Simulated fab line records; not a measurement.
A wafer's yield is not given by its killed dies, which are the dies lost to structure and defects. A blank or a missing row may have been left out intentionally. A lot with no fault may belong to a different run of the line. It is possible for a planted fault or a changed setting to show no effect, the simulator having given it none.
fab line records -- flow gf180mcu
record lots=24, wafers=72, last_day=34
route steps=602 shown M2@366 V2@407 M4@458 MIM@510
lots untouched by any fault: they come from a run of this same line in which no faults occurred
start_h: hours from the record's opening day to when the first of the lot's shown wafers began -- wait_h: hours from the lot's prior step to this one -- " same as the row above -- L1.1+2: a single row standing in for several wafers -- - value missing, or start not given -- * or withheld: withheld -- < > ~ a bound
route shown NAME@n: NAME is a module with steps in the file, n the number in the route of the first one -- usual: mean and standard deviation over wafers with no fault -- same: alike in all rows -- chamber/n: place in a boat -- sites: per-site readings -- _std_site: standard deviation across them -- _edge_site: outer sites' mean less inner sites' -- radius_mm: how far each site lies from the wafer's centre -- mask NAME#n: copy n -- behind: the tool/chamber that last shaped the wafer -- hold: what put the lot on hold/how long, in hours/how the hold closed -- device: the n, p or np transistor that did not switch -- end of line: tests of these same wafers at the route's end -- where a step has no rows: the recipe by itself -- killed: at the first sort, the dies lost to defects and structure; wafer yield is something else -- map: dies across one wafer; x = killed, . = not, _ = none there
set.NAME: the run value of the setting; set.NAME@STEP: its run value at that earlier step -- model.NAME: the simulator's own value behind a step, which no gauge read
route steps across a sampled set of lots; one table per step, one row per wafer
services: the hour from which a tool's chamber was out of use, counted from the record's first day as start_h (under 0 if before that day), plus the number of hours and why
## steps
# step GF_M2_SPUTTER_04
# recipe material=TiN, target_thk_nm=50, power_w=6500, time_s=41.7, chamber_pressure_pa=0.4
# usual throttle_valve_pct=29.3/0.81
lot.wafer,tool,chamber,start_h,wait_h,throttle_valve_pct
L074.1,pvd_sputter-03,-,410.19,0.0,28.8
L074.5,pvd_sputter-03,-,410.19,0.0,28.9
L074.6,pvd_sputter-03,-,410.19,0.0,30.7
L075.1,pvd_sputter-03,-,419.59,0.0,28.6
L075.3,pvd_sputter-03,-,419.59,0.0,30.9
L075.4,pvd_sputter-03,-,419.59,0.0,28.8
L076.1,pvd_sputter-03,-,429.53,0.0,30.6
L076.4,pvd_sputter-03,-,429.53,0.0,28.2
L076.6,pvd_sputter-03,-,429.53,0.0,28.4
L077.2,pvd_sputter-03,-,442.44,0.0,28.4
L077.4,pvd_sputter-03,-,442.44,0.0,30.6
L077.6,pvd_sputter-03,-,442.44,0.0,28.1
L078.1,pvd_sputter-04,-,453.18,0.0,28.7
L078.2,pvd_sputter-04,-,453.18,0.0,29.2
L078.3,pvd_sputter-04,-,453.18,0.0,29.5
L079.1,pvd_sputter-03,-,459.76,0.0,28.5
L079.2,pvd_sputter-03,-,459.76,0.0,29.3
L079.3,pvd_sputter-03,-,459.76,0.0,28.3
L080.1,pvd_sputter-02,-,465.37,0.0,28.6
L080.2,pvd_sputter-02,-,465.37,0.0,29.9
L080.6,pvd_sputter-02,-,465.37,0.0,30.4
L081.1,pvd_sputter-04,-,475.92,0.0,28.6
L081.3,pvd_sputter-04,-,475.92,0.0,29.4
L081.4,pvd_sputter-04,-,475.92,0.0,30.3
L082.3,pvd_sputter-03,-,492.78,0.0,28.4
L082.5,pvd_sputter-03,-,492.78,0.0,28.9
L082.6,pvd_sputter-03,-,492.78,0.0,28.0
L083.2,pvd_sputter-02,-,496.80,0.0,28.8
L083.4,pvd_sputter-02,-,496.80,0.0,29.9
L083.6,pvd_sputter-02,-,496.80,0.0,28.8
L084.1,pvd_sputter-02,-,505.97,0.0,28.6
L084.3,pvd_sputter-02,-,505.97,0.0,30.0
L084.4,pvd_sputter-02,-,505.97,0.0,28.8
L085.1,pvd_sputter-03,-,517.63,0.0,30.8
L085.5,pvd_sputter-03,-,517.63,0.0,28.6
L085.6,pvd_sputter-03,-,517.63,0.0,29.1
L086.1,pvd_sputter-02,-,521.96,0.0,28.8
L086.5,pvd_sputter-02,-,521.96,0.0,30.3
L086.6,pvd_sputter-02,-,521.96,0.0,28.8
L087.1,pvd_sputter-04,-,536.58,0.0,28.8
L087.3,pvd_sputter-04,-,536.58,0.0,29.6
L087.5,pvd_sputter-04,-,536.58,0.0,29.6
L088.2,pvd_sputter-03,-,539.59,0.0,28.7
L088.3,pvd_sputter-03,-,539.59,0.0,31.1
L088.4,pvd_sputter-03,-,539.59,0.0,29.2
L089.2,pvd_sputter-04,-,548.29,0.0,30.3
L089.3,pvd_sputter-04,-,548.29,0.0,29.3
L089.4,pvd_sputter-04,-,548.29,0.0,28.9
L090.1,pvd_sputter-02,-,557.10,0.0,30.6
L090.2,pvd_sputter-02,-,557.10,0.0,28.6
L090.5,pvd_sputter-02,-,557.10,0.0,28.6
L091.2,pvd_sputter-04,-,560.24,0.0,29.1
L091.3,pvd_sputter-04,-,560.24,0.0,29.6
L091.5,pvd_sputter-04,-,560.24,0.0,30.6
L092.2,pvd_sputter-02,-,564.51,0.0,30.1
L092.4,pvd_sputter-02,-,564.51,0.0,28.5
L092.5,pvd_sputter-02,-,564.51,0.0,30.6
L093.1,pvd_sputter-03,-,574.54,0.0,29.2
L093.4,pvd_sputter-03,-,574.54,0.0,28.7
L093.6,pvd_sputter-03,-,574.54,0.0,28.5
L094.1,pvd_sputter-02,-,584.04,0.0,30.1
L094.2,pvd_sputter-02,-,584.04,0.0,28.5
L094.3,pvd_sputter-02,-,584.04,0.0,30.2
L095.1,pvd_sputter-04,-,584.64,0.0,29.6
L095.3,pvd_sputter-04,-,584.64,0.0,29.0
L095.5,pvd_sputter-04,-,584.64,0.0,30.3
L096.4,pvd_sputter-04,-,595.95,0.0,28.8
L096.5,pvd_sputter-04,-,595.95,0.0,29.2
L096.6,pvd_sputter-04,-,595.95,0.0,28.8
L097.2,pvd_sputter-04,-,603.53,0.0,29.0
L097.4,pvd_sputter-04,-,603.53,0.0,29.6
L097.6,pvd_sputter-04,-,603.53,0.0,30.7
# step GF_M2_CD_MEAS_14
# recipe target_cd_nm=280
# usual cd_nm=279.9/1.2
lot.wafer,tool,chamber,start_h,wait_h,cd_nm
L074.1,cd_sem-01,-,433.19,0.1,279.4
L074.5,cd_sem-01,-,433.19,0.1,278.0
L074.6,cd_sem-01,-,433.19,0.1,278.0
L075.1,cd_sem-02,-,443.29,0.1,280.5
L075.3,cd_sem-02,-,443.29,0.1,280.9
L075.4,cd_sem-02,-,443.29,0.1,280.2
L076.1,cd_sem-02,-,454.10,0.1,278.7
L076.4,cd_sem-02,-,454.10,0.1,279.9
L076.6,cd_sem-02,-,454.10,0.1,279.2
L077.2,cd_sem-01,-,466.69,0.1,279.9
L077.4,cd_sem-01,-,466.69,0.1,279.5
L077.6,cd_sem-01,-,466.69,0.1,280.3
L078.1,cd_sem-01,-,477.25,0.1,280.6
L078.2,cd_sem-01,-,477.25,0.1,280.8
L078.3,cd_sem-01,-,477.25,0.1,281.6
L079.1,cd_sem-02,-,483.72,0.1,280.7
L079.2,cd_sem-02,-,483.72,0.1,278.6
L079.3,cd_sem-02,-,483.72,0.1,279.4
L080.1,cd_sem-01,-,489.47,0.1,280.2
L080.2,cd_sem-01,-,489.47,0.1,278.8
L080.6,cd_sem-01,-,489.47,0.1,280.3
L081.1,cd_sem-02,-,500.14,0.1,279.9
L081.3,cd_sem-02,-,500.14,0.1,279.4
L081.4,cd_sem-02,-,500.14,0.1,279.6
L082.3,cd_sem-01,-,516.16,0.1,280.9
L082.5,cd_sem-01,-,516.16,0.1,280.1
L082.6,cd_sem-01,-,516.16,0.1,279.8
L083.2,cd_sem-01,-,520.12,0.1,281.4
L083.4,cd_sem-01,-,520.12,0.1,279.7
L083.6,cd_sem-01,-,520.12,0.1,280.7
L084.1,cd_sem-01,-,529.27,0.1,281.3
L084.3,cd_sem-01,-,529.27,0.1,281.5
L084.4,cd_sem-01,-,529.27,0.1,281.3
L085.1,cd_sem-01,-,540.44,0.1,280.9
L085.5,cd_sem-01,-,540.44,0.1,280.6
L085.6,cd_sem-01,-,540.44,0.1,280.7
L086.1,cd_sem-02,-,544.70,0.1,279.1
L086.5,cd_sem-02,-,544.70,0.1,280.0
L086.6,cd_sem-02,-,544.70,0.1,280.2
L087.1,cd_sem-01,-,558.97,0.1,278.9
L087.3,cd_sem-01,-,558.97,0.1,278.5
L087.5,cd_sem-01,-,558.97,0.1,279.2
L088.2,cd_sem-02,-,561.17,0.1,280.1
L088.3,cd_sem-02,-,561.17,0.1,280.5
L088.4,cd_sem-02,-,561.17,0.1,280.6
L089.2,cd_sem-02,-,570.02,0.1,278.3
L089.3,cd_sem-02,-,570.02,0.1,277.2
L089.4,cd_sem-02,-,570.02,0.1,278.4
L090.1,cd_sem-01,-,578.22,0.1,281.4
L090.2,cd_sem-01,-,578.22,0.1,281.3
L090.5,cd_sem-01,-,578.22,0.1,281.7
L091.2,cd_sem-01,-,581.67,0.1,280.6
L091.3,cd_sem-01,-,581.67,0.1,280.1
L091.5,cd_sem-01,-,581.67,0.1,281.4
L092.2,cd_sem-02,-,585.52,0.1,280.1
L092.4,cd_sem-02,-,585.52,0.1,279.9
L092.5,cd_sem-02,-,585.52,0.1,281.0
L093.1,cd_sem-02,-,595.57,0.1,280.1
L093.4,cd_sem-02,-,595.57,0.1,280.5
L093.6,cd_sem-02,-,595.57,0.1,280.1
L094.1,cd_sem-01,-,605.49,0.1,281.1
L094.2,cd_sem-01,-,605.49,0.1,280.5
L094.3,cd_sem-01,-,605.49,0.1,281.7
L095.1,cd_sem-01,-,606.14,0.1,276.8
L095.3,cd_sem-01,-,606.14,0.1,276.1
L095.5,cd_sem-01,-,606.14,0.1,278.3
L096.4,cd_sem-02,-,616.95,0.1,279.1
L096.5,cd_sem-02,-,616.95,0.1,280.4
L096.6,cd_sem-02,-,616.95,0.1,278.9
L097.2,cd_sem-02,-,624.06,0.1,280.2
L097.4,cd_sem-02,-,624.06,0.1,280.2
L097.6,cd_sem-02,-,624.06,0.1,280.5
# step GF_V2_THK_MEAS_25
# recipe thk_meas_gauge=xrf, reads=W_of_V2_CVD_23
# usual V2_W_THK=356/4.8
lot.wafer,tool,chamber,start_h,wait_h,V2_W_THK[nm]
L074.1,film_metro-03,-,459.55,0.1,358
L074.5,film_metro-03,-,459.55,0.1,357
L074.6,film_metro-03,-,459.55,0.1,349
L075.1,film_metro-03,-,469.97,0.1,352
L075.3,film_metro-03,-,469.97,0.1,354
L075.4,film_metro-03,-,469.97,0.1,354
L076.1,film_metro-03,-,480.33,0.1,345
L076.4,film_metro-03,-,480.33,0.1,350
L076.6,film_metro-03,-,480.33,0.1,346
L077.2,film_metro-01,-,493.07,0.1,361
L077.4,film_metro-01,-,493.07,0.1,355
L077.6,film_metro-01,-,493.07,0.1,357
L078.1,film_metro-03,-,502.88,0.1,359
L078.2,film_metro-03,-,502.88,0.1,358
L078.3,film_metro-03,-,502.88,0.1,361
L079.1,film_metro-03,-,510.30,0.1,351
L079.2,film_metro-03,-,510.30,0.1,351
L079.3,film_metro-03,-,510.30,0.1,348
L080.1,film_metro-01,-,515.37,0.1,361
L080.2,film_metro-01,-,515.37,0.1,355
L080.6,film_metro-01,-,515.37,0.1,355
L081.1,film_metro-04,-,526.19,0.1,360
L081.3,film_metro-04,-,526.19,0.1,354
L081.4,film_metro-04,-,526.19,0.1,352
L082.3,film_metro-04,-,541.98,0.1,352
L082.5,film_metro-04,-,541.98,0.1,354
L082.6,film_metro-04,-,541.98,0.1,351
L083.2,film_metro-04,-,545.51,0.1,347
L083.4,film_metro-04,-,545.51,0.1,353
L083.6,film_metro-04,-,545.51,0.1,352
L084.1,film_metro-01,-,554.52,0.1,356
L084.3,film_metro-01,-,554.52,0.1,360
L084.4,film_metro-01,-,554.52,0.1,353
L085.1,film_metro-01,-,565.87,0.1,360
L085.5,film_metro-01,-,565.87,0.1,355
L085.6,film_metro-01,-,565.87,0.1,355
L086.1,film_metro-04,-,569.40,0.1,360
L086.5,film_metro-04,-,569.40,0.1,349
L086.6,film_metro-04,-,569.40,0.1,355
L087.1,film_metro-03,-,583.15,0.1,360
L087.3,film_metro-03,-,583.15,0.1,362
L087.5,film_metro-03,-,583.15,0.1,362
L088.2,film_metro-03,-,585.56,0.1,367
L088.3,film_metro-03,-,585.56,0.1,357
L088.4,film_metro-03,-,585.56,0.1,363
L089.2,film_metro-01,-,593.95,0.1,362
L089.3,film_metro-01,-,593.95,0.1,362
L089.4,film_metro-01,-,593.95,0.1,354
L090.1,film_metro-03,-,601.40,0.1,363
L090.2,film_metro-03,-,601.40,0.1,361
L090.5,film_metro-03,-,601.40,0.1,360
L091.2,film_metro-01,-,605.06,0.1,355
L091.3,film_metro-01,-,605.06,0.1,352
L091.5,film_metro-01,-,605.06,0.1,353
L092.2,film_metro-04,-,609.37,0.1,356
L092.4,film_metro-04,-,609.37,0.1,355
L092.5,film_metro-04,-,609.37,0.1,357
L093.1,film_metro-04,-,619.51,0.1,359
L093.4,film_metro-04,-,619.51,0.1,355
L093.6,film_metro-04,-,619.51,0.1,361
L094.1,film_metro-01,-,628.98,0.1,354
L094.2,film_metro-01,-,628.98,0.1,358
L094.3,film_metro-01,-,628.98,0.1,354
L095.1,film_metro-01,-,629.85,0.1,353
L095.3,film_metro-01,-,629.85,0.1,356
L095.5,film_metro-01,-,629.85,0.1,355
L096.4,film_metro-04,-,639.19,0.1,356
L096.5,film_metro-04,-,639.19,0.1,347
L096.6,film_metro-04,-,639.19,0.1,354
L097.2,film_metro-03,-,646.51,0.1,362
L097.4,film_metro-03,-,646.51,0.1,365
L097.6,film_metro-03,-,646.51,0.1,365
# step GF_M4_SPUTTER_02
# recipe material=AlCu, target_thk_nm=450, power_w=10600, time_s=23.9, chamber_pressure_pa=0.4
# usual throttle_valve_pct=29.4/0.82
lot.wafer,tool,chamber,start_h,wait_h,throttle_valve_pct
L074.1,pvd_sputter-03,-,510.76,0.0,30.6
L074.5,pvd_sputter-03,-,510.76,0.0,30.9
L074.6,pvd_sputter-03,-,510.76,0.0,29.1
L075.1,pvd_sputter-04,-,520.74,0.0,29.8
L075.3,pvd_sputter-04,-,520.74,0.0,28.9
L075.4,pvd_sputter-04,-,520.74,0.0,30.4
L076.1,pvd_sputter-04,-,531.18,0.0,29.3
L076.4,pvd_sputter-04,-,531.18,0.0,29.6
L076.6,pvd_sputter-04,-,531.18,0.0,30.4
L077.2,pvd_sputter-03,-,542.77,0.0,28.6
L077.4,pvd_sputter-03,-,542.77,0.0,31.0
L077.6,pvd_sputter-03,-,542.77,0.0,28.5
L078.1,pvd_sputter-02,-,552.30,0.0,30.2
L078.2,pvd_sputter-02,-,552.30,0.0,29.9
L078.3,pvd_sputter-02,-,552.30,0.0,28.6
L079.1,pvd_sputter-03,-,559.87,0.0,29.0
L079.2,pvd_sputter-03,-,559.87,0.0,30.9
L079.3,pvd_sputter-03,-,559.87,0.0,28.7
L080.1,pvd_sputter-02,-,564.99,0.0,30.4
L080.2,pvd_sputter-02,-,564.99,0.0,28.5
L080.6,pvd_sputter-02,-,564.99,0.0,28.4
L081.1,pvd_sputter-02,-,573.84,0.0,28.6
L081.3,pvd_sputter-02,-,573.84,0.0,28.4
L081.4,pvd_sputter-02,-,573.84,0.0,30.3
L082.3,pvd_sputter-02,-,589.54,0.0,30.4
L082.5,pvd_sputter-02,-,589.54,0.0,28.6
L082.6,pvd_sputter-02,-,589.54,0.0,30.1
L083.2,pvd_sputter-02,-,592.61,0.0,28.5
L083.4,pvd_sputter-02,-,592.61,0.0,30.4
L083.6,pvd_sputter-02,-,592.61,0.0,28.7
L084.1,pvd_sputter-03,-,601.54,0.0,28.3
L084.3,pvd_sputter-03,-,601.54,0.0,28.4
L084.4,pvd_sputter-03,-,601.54,0.0,31.0
L085.1,pvd_sputter-03,-,612.43,0.0,30.9
L085.5,pvd_sputter-03,-,612.43,0.0,28.1
L085.6,pvd_sputter-03,-,612.43,0.0,28.6
L086.1,pvd_sputter-04,-,615.06,0.0,30.3
L086.5,pvd_sputter-04,-,615.06,0.0,29.6
L086.6,pvd_sputter-04,-,615.06,0.0,28.8
L087.1,pvd_sputter-03,-,629.09,0.0,30.9
L087.3,pvd_sputter-03,-,629.09,0.0,28.5
L087.5,pvd_sputter-03,-,629.09,0.0,28.9
L088.2,pvd_sputter-04,-,630.49,0.0,29.1
L088.3,pvd_sputter-04,-,630.49,0.0,29.2
L088.4,pvd_sputter-04,-,630.49,0.0,30.4
L089.2,pvd_sputter-04,-,638.87,0.0,28.9
L089.3,pvd_sputter-04,-,638.87,0.0,30.3
L089.4,pvd_sputter-04,-,638.87,0.0,29.7
L090.1,pvd_sputter-03,-,645.91,0.0,29.1
L090.2,pvd_sputter-03,-,645.91,0.0,28.2
L090.5,pvd_sputter-03,-,645.91,0.0,28.3
L091.2,pvd_sputter-02,-,648.61,0.0,30.5
L091.3,pvd_sputter-02,-,648.61,0.0,28.2
L091.5,pvd_sputter-02,-,648.61,0.0,28.2
L092.2,pvd_sputter-03,-,653.57,0.0,28.8
L092.4,pvd_sputter-03,-,653.57,0.0,28.1
L092.5,pvd_sputter-03,-,653.57,0.0,31.1
L093.1,pvd_sputter-04,-,662.18,0.0,30.3
L093.4,pvd_sputter-04,-,662.18,0.0,28.8
L093.6,pvd_sputter-04,-,662.18,0.0,29.6
L094.1,pvd_sputter-04,-,670.77,0.0,30.4
L094.2,pvd_sputter-04,-,670.77,0.0,29.4
L094.3,pvd_sputter-04,-,670.77,0.0,29.6
L095.1,pvd_sputter-04,-,672.45,0.0,29.4
L095.3,pvd_sputter-04,-,672.45,0.0,29.5
L095.5,pvd_sputter-04,-,672.45,0.0,29.7
L096.4,pvd_sputter-04,-,682.04,0.0,30.2
L096.5,pvd_sputter-04,-,682.04,0.0,30.3
L096.6,pvd_sputter-04,-,682.04,0.0,29.5
L097.2,pvd_sputter-04,-,688.44,0.0,30.5
L097.4,pvd_sputter-04,-,688.44,0.0,30.0
L097.6,pvd_sputter-04,-,688.44,0.0,29.1
# step GF_M4_RS_MEAS_05
# recipe thk_meas_gauge=four-point-probe, reads=TiN_of_M4_SPUTTER_04+Ti_of_M4_SPUTTER_03+AlCu_of_M4_SPUTTER_02+TiN_of_M4_SPUTTER_01+Ti_of_M4_SPUTTER_00
# usual M4_ALCU_RS=0.0696/0.00079
lot.wafer,tool,chamber,start_h,wait_h,M4_ALCU_RS[ohm/sq]
L074.1,film_metro-02,-,510.85,0.0,0.0708
L074.5,film_metro-02,-,510.85,0.0,0.0711
L074.6,film_metro-02,-,510.85,0.0,0.0702
L075.1,film_metro-02,-,520.83,0.0,0.0704
L075.3,film_metro-02,-,520.83,0.0,0.0709
L075.4,film_metro-02,-,520.83,0.0,0.0708
L076.1,film_metro-02,-,531.27,0.0,0.0678
L076.4,film_metro-02,-,531.27,0.0,0.0692
L076.6,film_metro-02,-,531.27,0.0,0.0698
L077.2,film_metro-01,-,542.88,0.0,0.0692
L077.4,film_metro-01,-,542.88,0.0,0.0693
L077.6,film_metro-01,-,542.88,0.0,0.0702
L078.1,film_metro-03,-,552.39,0.0,0.0679
L078.2,film_metro-03,-,552.39,0.0,0.0695
L078.3,film_metro-03,-,552.39,0.0,0.0692
L079.1,film_metro-01,-,559.96,0.0,0.0704
L079.2,film_metro-01,-,559.96,0.0,0.0704
L079.3,film_metro-01,-,559.96,0.0,0.0697
L080.1,film_metro-01,-,565.08,0.0,0.0686
L080.2,film_metro-01,-,565.08,0.0,0.0684
L080.6,film_metro-01,-,565.08,0.0,0.0689
L081.1,film_metro-01,-,573.94,0.0,0.0691
L081.3,film_metro-01,-,573.94,0.0,0.0686
L081.4,film_metro-01,-,573.94,0.0,0.0685
L082.3,film_metro-03,-,589.67,0.1,0.0682
L082.5,film_metro-03,-,589.67,0.1,0.0685
L082.6,film_metro-03,-,589.67,0.1,0.0680
L083.2,film_metro-03,-,592.72,0.0,0.0690
L083.4,film_metro-03,-,592.72,0.0,0.0694
L083.6,film_metro-03,-,592.72,0.0,0.0690
L084.1,film_metro-01,-,601.63,0.0,0.0702
L084.3,film_metro-01,-,601.63,0.0,0.0695
L084.4,film_metro-01,-,601.63,0.0,0.0705
L085.1,film_metro-01,-,612.52,0.0,0.0703
L085.5,film_metro-01,-,612.52,0.0,0.0695
L085.6,film_metro-01,-,612.52,0.0,0.0690
L086.1,film_metro-03,-,615.15,0.0,0.0704
L086.5,film_metro-03,-,615.15,0.0,0.0710
L086.6,film_metro-03,-,615.15,0.0,0.0697
L087.1,film_metro-03,-,629.18,0.0,0.0708
L087.3,film_metro-03,-,629.18,0.0,0.0698
L087.5,film_metro-03,-,629.18,0.0,0.0697
L088.2,film_metro-02,-,630.60,0.0,0.0687
L088.3,film_metro-02,-,630.60,0.0,0.0683
L088.4,film_metro-02,-,630.60,0.0,0.0696
L089.2,film_metro-02,-,638.98,0.0,0.0698
L089.3,film_metro-02,-,638.98,0.0,0.0699
L089.4,film_metro-02,-,638.98,0.0,0.0688
L090.1,film_metro-02,-,646.00,0.0,0.0688
L090.2,film_metro-02,-,646.00,0.0,0.0699
L090.5,film_metro-02,-,646.00,0.0,0.0697
L091.2,film_metro-03,-,648.81,0.1,0.0686
L091.3,film_metro-03,-,648.81,0.1,0.0685
L091.5,film_metro-03,-,648.81,0.1,0.0692
L092.2,film_metro-02,-,653.68,0.0,0.0693
L092.4,film_metro-02,-,653.68,0.0,0.0698
L092.5,film_metro-02,-,653.68,0.0,0.0707
L093.1,film_metro-02,-,662.27,0.0,0.0700
L093.4,film_metro-02,-,662.27,0.0,0.0706
L093.6,film_metro-02,-,662.27,0.0,0.0701
L094.1,film_metro-02,-,670.86,0.0,0.0703
L094.2,film_metro-02,-,670.86,0.0,0.0693
L094.3,film_metro-02,-,670.86,0.0,0.0703
L095.1,film_metro-01,-,672.54,0.0,0.0699
L095.3,film_metro-01,-,672.54,0.0,0.0703
L095.5,film_metro-01,-,672.54,0.0,0.0709
L096.4,film_metro-02,-,682.19,0.1,0.0691
L096.5,film_metro-02,-,682.19,0.1,0.0690
L096.6,film_metro-02,-,682.19,0.1,0.0680
L097.2,film_metro-02,-,688.55,0.0,0.0699
L097.4,film_metro-02,-,688.55,0.0,0.0697
L097.6,film_metro-02,-,688.55,0.0,0.0697
# step GF_MIM_SPUTTER_07
# recipe material=TiN, target_thk_nm=60, power_w=6500, time_s=50, chamber_pressure_pa=0.4
# usual throttle_valve_pct=30.1/1.2
lot.wafer,tool,chamber,start_h,wait_h,throttle_valve_pct
L074.1,pvd_sputter-03,-,559.04,0.1,28.2
L074.5,pvd_sputter-03,-,559.04,0.1,28.2
L074.6,pvd_sputter-03,-,559.04,0.1,28.6
L075.1,pvd_sputter-01,-,569.24,0.1,30.8
L075.3,pvd_sputter-01,-,569.24,0.1,31.0
L075.4,pvd_sputter-01,-,569.24,0.1,31.0
L076.1,pvd_sputter-03,-,579.95,0.1,28.9
L076.4,pvd_sputter-03,-,579.95,0.1,30.8
L076.6,pvd_sputter-03,-,579.95,0.1,28.7
L077.2,pvd_sputter-01,-,589.84,0.0,31.1
L077.4,pvd_sputter-01,-,589.84,0.0,30.6
L077.6,pvd_sputter-01,-,589.84,0.0,31.7
L078.1,pvd_sputter-01,-,598.24,0.1,30.7
L078.2,pvd_sputter-01,-,598.24,0.1,30.7
L078.3,pvd_sputter-01,-,598.24,0.1,31.9
L079.1,pvd_sputter-03,-,605.69,0.1,28.2
L079.2,pvd_sputter-03,-,605.69,0.1,30.9
L079.3,pvd_sputter-03,-,605.69,0.1,29.1
L080.1,pvd_sputter-01,-,610.27,0.1,32.0
L080.2,pvd_sputter-01,-,610.27,0.1,30.7
L080.6,pvd_sputter-01,-,610.27,0.1,30.7
L081.1,pvd_sputter-01,-,620.54,0.1,32.0
L081.3,pvd_sputter-01,-,620.54,0.1,30.9
L081.4,pvd_sputter-01,-,620.54,0.1,31.1
L082.3,pvd_sputter-03,-,633.73,0.0,29.0
L082.5,pvd_sputter-03,-,633.73,0.0,28.9
L082.6,pvd_sputter-03,-,633.73,0.0,30.8
L083.2,pvd_sputter-02,-,636.37,0.0,30.6
L083.4,pvd_sputter-02,-,636.37,0.0,30.2
L083.6,pvd_sputter-02,-,636.37,0.0,28.4
L084.1,pvd_sputter-02,-,644.97,0.1,28.5
L084.3,pvd_sputter-02,-,644.97,0.1,30.0
L084.4,pvd_sputter-02,-,644.97,0.1,30.2
L085.1,pvd_sputter-03,-,655.62,0.1,28.1
L085.5,pvd_sputter-03,-,655.62,0.1,28.2
L085.6,pvd_sputter-03,-,655.62,0.1,28.8
L086.1,pvd_sputter-01,-,658.93,0.1,31.0
L086.5,pvd_sputter-01,-,658.93,0.1,31.1
L086.6,pvd_sputter-01,-,658.93,0.1,30.8
L087.1,pvd_sputter-01,-,670.37,0.1,31.0
L087.3,pvd_sputter-01,-,670.37,0.1,31.1
L087.5,pvd_sputter-01,-,670.37,0.1,30.7
L088.2,pvd_sputter-01,-,673.19,0.0,31.2
L088.3,pvd_sputter-01,-,673.19,0.0,32.1
L088.4,pvd_sputter-01,-,673.19,0.0,30.9
L089.2,pvd_sputter-02,-,681.33,0.0,30.1
L089.3,pvd_sputter-02,-,681.33,0.0,28.5
L089.4,pvd_sputter-02,-,681.33,0.0,30.4
L090.1,pvd_sputter-01,-,688.31,0.1,30.8
L090.2,pvd_sputter-01,-,688.31,0.1,31.3
L090.5,pvd_sputter-01,-,688.31,0.1,32.0
L091.2,pvd_sputter-01,-,690.02,0.0,30.9
L091.3,pvd_sputter-01,-,690.02,0.0,31.2
L091.5,pvd_sputter-01,-,690.02,0.0,31.1
L092.2,pvd_sputter-02,-,695.55,0.0,30.3
L092.4,pvd_sputter-02,-,695.55,0.0,28.7
L092.5,pvd_sputter-02,-,695.55,0.0,30.0
L093.1,pvd_sputter-02,-,704.10,0.1,30.3
L093.4,pvd_sputter-02,-,704.10,0.1,28.5
L093.6,pvd_sputter-02,-,704.10,0.1,28.4
L094.1,pvd_sputter-03,-,710.52,0.1,28.6
L094.2,pvd_sputter-03,-,710.52,0.1,29.3
L094.3,pvd_sputter-03,-,710.52,0.1,30.9
L095.1,pvd_sputter-02,-,712.80,0.1,30.0
L095.3,pvd_sputter-02,-,712.80,0.1,28.6
L095.5,pvd_sputter-02,-,712.80,0.1,29.8
L096.4,pvd_sputter-02,-,722.06,0.0,29.9
L096.5,pvd_sputter-02,-,722.06,0.0,30.0
L096.6,pvd_sputter-02,-,722.06,0.0,28.9
L097.2,pvd_sputter-01,-,727.24,0.0,31.2
L097.4,pvd_sputter-01,-,727.24,0.0,31.2
L097.6,pvd_sputter-01,-,727.24,0.0,30.8
## services
tool,chamber,start_h,hours,kind
pvd_sputter-02,0,491.82,-,consumable_replace:kit
pvd_sputter-02,0,491.82,18.0,scheduled_down
pvd_sputter-02,0,491.82,18.0,vent_cycle
pvd_sputter-03,-,498.31,9.0,repair
pvd_sputter-03,2,512.49,-,consumable_replace:kit
pvd_sputter-03,2,512.49,18.0,scheduled_down
pvd_sputter-03,2,512.49,18.0,vent_cycle
pvd_sputter-04,-,525.69,0.6,repair
pvd_sputter-03,-,543.99,0.9,repair
pvd_sputter-04,-,564.66,2.9,repair
pvd_sputter-03,-,582.79,2.5,repair
pvd_sputter-02,-,592.74,3.1,repair
pvd_sputter-01,-,603.37,4.8,repair
pvd_sputter-02,3,623.85,-,consumable_replace:kit
pvd_sputter-02,3,623.85,18.0,scheduled_down
pvd_sputter-02,3,623.85,18.0,vent_cycle
pvd_sputter-03,1,680.63,-,consumable_replace:kit
pvd_sputter-03,1,680.63,18.0,scheduled_down
pvd_sputter-03,1,680.63,18.0,vent_cycle
pvd_sputter-04,3,683.65,-,consumable_replace:kit
pvd_sputter-04,3,683.65,18.0,scheduled_down
pvd_sputter-01,-,690.45,11.8,repair
pvd_sputter-01,-,702.50,5.7,repair
pvd_sputter-02,-,714.58,1.0,repair
## key
fault none
